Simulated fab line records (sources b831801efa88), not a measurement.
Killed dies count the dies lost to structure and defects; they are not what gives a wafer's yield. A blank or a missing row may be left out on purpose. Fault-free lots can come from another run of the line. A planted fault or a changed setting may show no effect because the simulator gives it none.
What tool caused it? / flow sky130 / Sampling: 9 lots, 27 wafers, 6 of 708 route steps

== WHAT THE GAUGES SHOWED, per wafer ==
SKY_CAP2M_RS_MEAS_03: uses a four-point probe to measure. Usual: CAP2M_TIN_RS gives 6.96 ohm/sq (standard deviation 0.087).
lot=L522; measured=day 39 21:23; on=film metro-02; CAP2M_TIN_RS (ohm/sq)=7.03 6.87 6.96; flag=
lot=L523; measured=day 40 03:04; on=film metro-03; CAP2M_TIN_RS (ohm/sq)=7.01 6.91 7.00; flag=
lot=L524; measured=day 41 22:47; on=film metro-02; CAP2M_TIN_RS (ohm/sq)=7.08 6.96 6.88; flag=
lot=L528; measured=day 41 23:43; on=film metro-03; CAP2M_TIN_RS (ohm/sq)=6.83 6.93 6.90; flag=
lot=L530; measured=day 43 10:58; on=film metro-01; CAP2M_TIN_RS (ohm/sq)=8.09 8.10 8.02; flag=OFF
lot=L531; measured=day 43 12:05; on=film metro-02; CAP2M_TIN_RS (ohm/sq)=7.81 7.89 8.05; flag=OFF
lot=L534; measured=day 43 15:55; on=film metro-01; CAP2M_TIN_RS (ohm/sq)=6.91 6.97 6.91; flag=
lot=L535; measured=day 43 21:59; on=film metro-01; CAP2M_TIN_RS (ohm/sq)=6.87 6.86 6.89; flag=
lot=L539; measured=day 44 14:58; on=film metro-01; CAP2M_TIN_RS (ohm/sq)=6.95 7.06 7.03; flag=

SKY_CAP2M_THK_MEAS_04: measures by xrf. Usual: CAP2M_TIN_THK gives 198.2 nm (standard deviation 2.7).
lot=L522; measured=day 39 21:29; on=film metro-02; CAP2M_TIN_THK (nm)=196.9 200.4 197.3; flag=
lot=L523; measured=day 40 03:10; on=film metro-03; CAP2M_TIN_THK (nm)=198.2 201.2 198.9; flag=
lot=L524; measured=day 41 22:54; on=film metro-02; CAP2M_TIN_THK (nm)=195.3 198.0 202.0; flag=
lot=L528; measured=day 41 23:49; on=film metro-03; CAP2M_TIN_THK (nm)=203.7 200.8 201.3; flag=
lot=L530; measured=day 43 11:03; on=film metro-01; CAP2M_TIN_THK (nm)=169.7 169.7 172.1; flag=OFF
lot=L531; measured=day 43 12:11; on=film metro-02; CAP2M_TIN_THK (nm)=176.2 175.5 171.8; flag=OFF
lot=L534; measured=day 43 16:02; on=film metro-01; CAP2M_TIN_THK (nm)=197.8 197.6 198.0; flag=
lot=L535; measured=day 43 22:06; on=film metro-01; CAP2M_TIN_THK (nm)=200.1 199.7 199.5; flag=
lot=L539; measured=day 44 15:05; on=film metro-01; CAP2M_TIN_THK (nm)=199.2 194.8 195.4; flag=

== EACH LOT AND THE TOOL THAT RAN IT (in order: tool; ch and the chambers of the sampled wafers; start) ==
lot=L522; SKY_METAL3_SPUTTER_00=pvd sputter-03, day 36 11:19; SKY_VIA3_ETCH_14=rie diel-03 ch 0,3, day 39 19:31; SKY_METAL4_SPUTTER_01=pvd sputter-01, day 39 21:01; SKY_CAP2M_SPUTTER_02=pvd sputter-02, day 39 21:14
lot=L523; SKY_METAL3_SPUTTER_00=pvd sputter-01, day 36 17:05; SKY_VIA3_ETCH_14=rie diel-02 ch 0,1,3, day 40 01:16; SKY_METAL4_SPUTTER_01=pvd sputter-04, day 40 02:42; SKY_CAP2M_SPUTTER_02=pvd sputter-02, day 40 02:55
lot=L524; SKY_METAL3_SPUTTER_00=pvd sputter-02, day 38 17:32; SKY_VIA3_ETCH_14=rie diel-03 ch 0,1,2, day 41 21:04; SKY_METAL4_SPUTTER_01=pvd sputter-04, day 41 22:27; SKY_CAP2M_SPUTTER_02=pvd sputter-02, day 41 22:40
lot=L528; SKY_METAL3_SPUTTER_00=pvd sputter-03, day 38 17:53; SKY_VIA3_ETCH_14=rie diel-01 ch 0,1, day 41 21:56; SKY_METAL4_SPUTTER_01=pvd sputter-01, day 41 23:21; SKY_CAP2M_SPUTTER_02=pvd sputter-03, day 41 23:34
lot=L530; SKY_METAL3_SPUTTER_00=pvd sputter-02, day 40 07:34; SKY_VIA3_ETCH_14=rie diel-02 ch 0,1,2, day 43 09:11; SKY_METAL4_SPUTTER_01=pvd sputter-01, day 43 10:34; SKY_CAP2M_SPUTTER_02=pvd sputter-02, day 43 10:47
lot=L531; SKY_METAL3_SPUTTER_00=pvd sputter-02, day 40 08:20; SKY_VIA3_ETCH_14=rie diel-01 ch 2,3, day 43 10:19; SKY_METAL4_SPUTTER_01=pvd sputter-01, day 43 11:42; SKY_CAP2M_SPUTTER_02=pvd sputter-02, day 43 11:55
lot=L534; SKY_METAL3_SPUTTER_00=pvd sputter-02, day 40 12:13; SKY_VIA3_ETCH_14=rie diel-03 ch 0,2, day 43 14:13; SKY_METAL4_SPUTTER_01=pvd sputter-04, day 43 15:35; SKY_CAP2M_SPUTTER_02=pvd sputter-03, day 43 15:49
lot=L535; SKY_METAL3_SPUTTER_00=pvd sputter-01, day 40 19:21; SKY_VIA3_ETCH_14=rie diel-02 ch 2,3, day 43 20:16; SKY_METAL4_SPUTTER_01=pvd sputter-04, day 43 21:38; SKY_CAP2M_SPUTTER_02=pvd sputter-01, day 43 21:52
lot=L539; SKY_METAL3_SPUTTER_00=pvd sputter-03, day 41 13:33; SKY_VIA3_ETCH_14=rie diel-03 ch 0,1,3, day 44 13:13; SKY_METAL4_SPUTTER_01=pvd sputter-04, day 44 14:38; SKY_CAP2M_SPUTTER_02=pvd sputter-03, day 44 14:52
- SKY_METAL3_SPUTTER_00: material Ti, target thk 15 nm, time 10 s.
- SKY_VIA3_ETCH_14: etches BARC in N2/H2, stops on SiO2, time 45.9 s, target depth 60 nm.
- SKY_METAL4_SPUTTER_01: material TiN, target thk 20 nm, time 16.32 s.
- SKY_CAP2M_SPUTTER_02: material TiN, target thk 200 nm, time 166.7 s.

== AS READ BY THE TOOLS THEMSELVES (means over the sampled wafers that have a number; for cases with no such wafer, the mark the record gives instead) ==
SKY_METAL3_SPUTTER_00. Usual: throttle valve pct reads 29.9 % (standard deviation 1).
lot=L522; tool=pvd sputter-03; throttle valve pct (%)=28.8; flag=
lot=L523; tool=pvd sputter-01; throttle valve pct (%)=29.4; flag=
lot=L524; tool=pvd sputter-02; throttle valve pct (%)=31.7; flag=
lot=L528; tool=pvd sputter-03; throttle valve pct (%)=29.6; flag=
lot=L530; tool=pvd sputter-02; throttle valve pct (%)=30.3; flag=
lot=L531; tool=pvd sputter-02; throttle valve pct (%)=30.3; flag=
lot=L534; tool=pvd sputter-02; throttle valve pct (%)=30.8; flag=
lot=L535; tool=pvd sputter-01; throttle valve pct (%)=29.6; flag=
lot=L539; tool=pvd sputter-03; throttle valve pct (%)=29.1; flag=

SKY_VIA3_ETCH_14. Usual: bias w 100.04 W, standard deviation 0.27; drypump motor current A 5.8 A, standard deviation 0.49; oes product au 0.855 a.u., standard deviation 0.0049; rf fwd power W 495.7 W, standard deviation 2.3; throttle valve pct 13.224 %, standard deviation 0.0085.
lot=L522; tool=rie diel-03; bias w (W)=100.05; drypump motor current A (A)=5.9; oes product au (a.u.)=0.851; rf fwd power W (W)=495.4; throttle valve pct (%)=13.225; flag=
lot=L523; tool=rie diel-02; bias w (W)=100.03; drypump motor current A (A)=5.9; oes product au (a.u.)=0.853; rf fwd power W (W)=496.5; throttle valve pct (%)=13.219; flag=
lot=L524; tool=rie diel-03; bias w (W)=100.12; drypump motor current A (A)=6.1; oes product au (a.u.)=0.855; rf fwd power W (W)=496.6; throttle valve pct (%)=13.223; flag=
lot=L528; tool=rie diel-01; bias w (W)=100.22; drypump motor current A (A)=5.4; oes product au (a.u.)=0.853; rf fwd power W (W)=495.3; throttle valve pct (%)=13.221; flag=
lot=L530; tool=rie diel-02; bias w (W)=99.92; drypump motor current A (A)=5.7; oes product au (a.u.)=0.852; rf fwd power W (W)=496.4; throttle valve pct (%)=13.226; flag=
lot=L531; tool=rie diel-01; bias w (W)=99.97; drypump motor current A (A)=5.4; oes product au (a.u.)=0.852; rf fwd power W (W)=494.0; throttle valve pct (%)=13.222; flag=
lot=L534; tool=rie diel-03; bias w (W)=100.05; drypump motor current A (A)=6.4; oes product au (a.u.)=0.856; rf fwd power W (W)=495.6; throttle valve pct (%)=13.229; flag=
lot=L535; tool=rie diel-02; bias w (W)=99.88; drypump motor current A (A)=6.1; oes product au (a.u.)=0.855; rf fwd power W (W)=496.8; throttle valve pct (%)=13.231; flag=
lot=L539; tool=rie diel-03; bias w (W)=99.88; drypump motor current A (A)=5.9; oes product au (a.u.)=0.854; rf fwd power W (W)=496.4; throttle valve pct (%)=13.223; flag=

SKY_METAL4_SPUTTER_01. Usual: throttle valve pct reads 29.7 % (standard deviation 0.85).
lot=L522; tool=pvd sputter-01; throttle valve pct (%)=29.8; flag=
lot=L523; tool=pvd sputter-04; throttle valve pct (%)=30.0; flag=
lot=L524; tool=pvd sputter-04; throttle valve pct (%)=29.7; flag=
lot=L528; tool=pvd sputter-01; throttle valve pct (%)=29.5; flag=
lot=L530; tool=pvd sputter-01; throttle valve pct (%)=29.8; flag=
lot=L531; tool=pvd sputter-01; throttle valve pct (%)=29.7; flag=
lot=L534; tool=pvd sputter-04; throttle valve pct (%)=29.6; flag=
lot=L535; tool=pvd sputter-04; throttle valve pct (%)=29.9; flag=
lot=L539; tool=pvd sputter-04; throttle valve pct (%)=30.4; flag=

SKY_CAP2M_SPUTTER_02. Usual: throttle valve pct reads 30.1 % (standard deviation 1.1).
lot=L522; tool=pvd sputter-02; throttle valve pct (%)=31.6; flag=
lot=L523; tool=pvd sputter-02; throttle valve pct (%)=30.3; flag=
lot=L524; tool=pvd sputter-02; throttle valve pct (%)=31.1; flag=
lot=L528; tool=pvd sputter-03; throttle valve pct (%)=28.7; flag=
lot=L530; tool=pvd sputter-02; throttle valve pct (%)=31.1; flag=
lot=L531; tool=pvd sputter-02; throttle valve pct (%)=29.9; flag=
lot=L534; tool=pvd sputter-03; throttle valve pct (%)=28.9; flag=
lot=L535; tool=pvd sputter-01; throttle valve pct (%)=29.3; flag=
lot=L539; tool=pvd sputter-03; throttle valve pct (%)=29.6; flag=

== THE ANSWER, worked out from the rows above alone ==
Rule: lot off if the mean of its wafers having a number is beyond 3 standard deviations from the usual mean. Also off: a lot with no number at a reading for which 4 or more lots have one. The other lots that the step has rows for count as sound. Order of review: gauges by route order, followed by the tools' own readings, for which a lot's mean as printed above is used. At the first step where some lot is off, the reading lying furthest off is the one used; lots without a number count as furthest.
Off: L530, L531, at SKY_CAP2M_RS_MEAS_03 (CAP2M_TIN_RS).
A tool fits if, at a process step before that reading, it ran every lot that is off, and no sound lot after the first of them. Gauges at SKY_CAP2M_RS_MEAS_03: tried the same way as those tools. 2 tools fit, pvd sputter-01 at SKY_METAL4_SPUTTER_01 and pvd sputter-02 at SKY_CAP2M_SPUTTER_02, so this cannot tell which one it is.

== WHAT THE SIMULATOR HAD INSERTED ==
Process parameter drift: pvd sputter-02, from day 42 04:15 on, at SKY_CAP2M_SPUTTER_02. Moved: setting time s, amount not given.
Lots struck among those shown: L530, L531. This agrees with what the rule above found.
